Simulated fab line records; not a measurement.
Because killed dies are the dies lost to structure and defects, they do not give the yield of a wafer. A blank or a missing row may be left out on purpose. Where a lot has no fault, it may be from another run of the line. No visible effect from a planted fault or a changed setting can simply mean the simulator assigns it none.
Comparing a struck lot with a sound one | flow sky130 | 16 out of 708 route steps
Sound: these wafers, L520.2, L520.3, L520.4. The struck wafers were L514.1, L514.2, L514.3. At the end, the cause is stated.
For every step that has rows: the tool of each side, followed by ch and its chambers, followed by its first start. Under that, the readings that differ: sound wafers | struck wafers | difference of the means | sigmas: that difference in standard deviations of wafers without a fault.
alike: readings with means less than 2 such deviations apart, plus words and numbers identical on both sides. not compared: withheld readings, readings lacking a value on some wafer, bounds such as >300 that could conceal the same value, and numbers that have no deviation in the record and whose values overlap.
The two part at a step that has a row with sigmas, a row that says differs or no value, or rows on one side only. When numbers do not overlap yet have no deviation, they are printed without sigmas and do not part them. Lack of a reading on every wafer of one side parts them only where that side has two or more wafers.

first, 2 steps without rows for these wafers: SKY_VT_ADJUST_PCH_PEB_05; SKY_VT_ADJUST_PCH_DEVELOP_06 (develop time 60 s).
SKY_VT_ADJUST_PCH_OVL_MEAS_07:
  sound on overlay-02, day 17 02:20; struck on overlay-01, day 14 16:37
  alike: VT_ADJUST_PCH_OVL
after that, 1 step had no rows for these wafers: SKY_VT_ADJUST_PCH_IMPLANT_08.
SKY_VT_ADJUST_PCH_STRIP_09: strips in O2/N2.
  sound on plasma asher-01 ch 0,1, day 17 02:31; struck on plasma asher-04 ch 0,1, day 14 16:57
  alike: drypump motor current A, oes product au, strip time to endpoint s
  not compared: rf hours counter h
SKY_VT_ADJUST_PCH_TW_MEAS_10:
  sound on film metro-04, day 17 02:38; struck on film metro-04, day 14 17:03
  alike: VT_ADJUST_PCH_TW
then, 6 steps without rows for these wafers: SKY_SONOS_TUNNEL_DEHYDRATE_00 (time 60 s); SKY_SONOS_TUNNEL_HMDS_01 (prime time 60 s); SKY_SONOS_TUNNEL_COAT_02 (resist thk 1140 nm); SKY_SONOS_TUNNEL_SOFTBAKE_03 (time 60 s); SKY_SONOS_TUNNEL_EXPOSE_04 (exposes mask TUNM, target cd 410 nm); SKY_SONOS_TUNNEL_PEB_05.
SKY_SONOS_TUNNEL_DEVELOP_06: develop time 60 s.
  sound on litho track-03 ch 0, day 18 05:50; struck on litho track-03 ch 0, day 15 19:52
SKY_SONOS_TUNNEL_CD_MEAS_07: target cd 410 nm.
  sound on cd sem-01, day 18 05:59; struck on cd sem-01, day 15 20:01
  reading    | sound             | struck            | difference | sigmas
  cd nm (nm) | 407.5 407.1 406.8 | 390.6 390.7 390.2 | -16.6      | -6
SKY_SONOS_TUNNEL_OVL_MEAS_08:
  sound on overlay-01, day 18 06:05; struck on overlay-01, day 15 20:08
  alike: SONOS_TUNNEL_OVL
-- the record jumps here: 33 days lie between the struck wafers' starts before and after (it left off in module SONOS_TUNNEL and takes up again in module PAD_OPEN, whose first step shown is number 708 of the route) --
SKY_PAD_OPEN_PROBE_99:
  record: rows for the struck wafers here (prober-01, day 49 02:55), none for the sound ones

== WHERE THEY PART ==
Last at SKY_PAD_OPEN_PROBE_99 as far as this record goes, first at SKY_SONOS_TUNNEL_CD_MEAS_07.

WHY: what the simulator had put in
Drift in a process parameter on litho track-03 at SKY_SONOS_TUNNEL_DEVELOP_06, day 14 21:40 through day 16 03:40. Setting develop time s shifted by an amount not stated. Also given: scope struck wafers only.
